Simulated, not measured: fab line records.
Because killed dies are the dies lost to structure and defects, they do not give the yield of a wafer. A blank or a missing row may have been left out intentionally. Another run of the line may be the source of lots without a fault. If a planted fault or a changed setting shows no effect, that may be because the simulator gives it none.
Matching of chambers ; flow gf180mcu ; pecvd-02 running GF_V4_CVD_02: 3 sister chambers
The step deposits SiO2 from TEOS, target thk 850 nm, time 94.851 s. 6 wafers are shown with their chamber, then 11 later ones without.

== WAFERS, EACH WITH ITS CHAMBER ==
wafer;chamber;heater-power-w (W);heater-power-outer-w (W)
L086.1;0;621;351
L086.3;2;612;374
L086.4;2;658;401
L087.1;0;645;381
L087.5;1;691;405
L088.1;1;722;429

== WAFERS WHOSE CHAMBER IS MISSING ==
wafer;heater-power-w (W);heater-power-outer-w (W)
L088.2;693;398
L088.5;625;386
L090.2;674;389
L090.4;675;410
L090.5;665;420
L092.1;599;352
L092.2;621;343
L092.6;664;399
L095.2;642;356
L095.5;678;396
L095.6;525;303

== WHICH CHAMBER EACH WENT THROUGH ==
wafer;from the rows above;in truth
L088.2;can't be placed: 1 or 2 or 0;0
L088.5;can't be placed: 2 or 0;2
L090.2;can't be placed: 2 or 1 or 0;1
L090.4;can't be placed: 1 or 2 or 0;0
L090.5;can't be placed: 1 or 2 or 0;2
L092.1;can't be placed: 0 or 2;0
L092.2;can't be placed: 0 or 2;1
L092.6;can't be placed: 2 or 1 or 0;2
L095.2;can't be placed: 0 or 2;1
L095.5;can't be placed: 1 or 2 or 0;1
L095.6;can't be placed: 0 or 2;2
Correctly placed: 0 of 11. Unplaceable from these rows: 11, with the true chamber sitting among the candidates in 9. Wrongly placed: 0.
How it was worked out, from the rows above alone: a wafer's distance from a chamber is the root of the sum, over the readings, of the square of ((its reading less the chamber's mean) divided by the reading's scatter). If the next closest chamber is less than 2 further off than the closest, the wafer can't be placed; otherwise it belongs to the closest. Each chamber's mean is taken over the wafers shown for it. The scatter: the root of (the sum of the squares of (reading less its chamber's mean) over the shown wafers, divided by (wafers less chambers)).
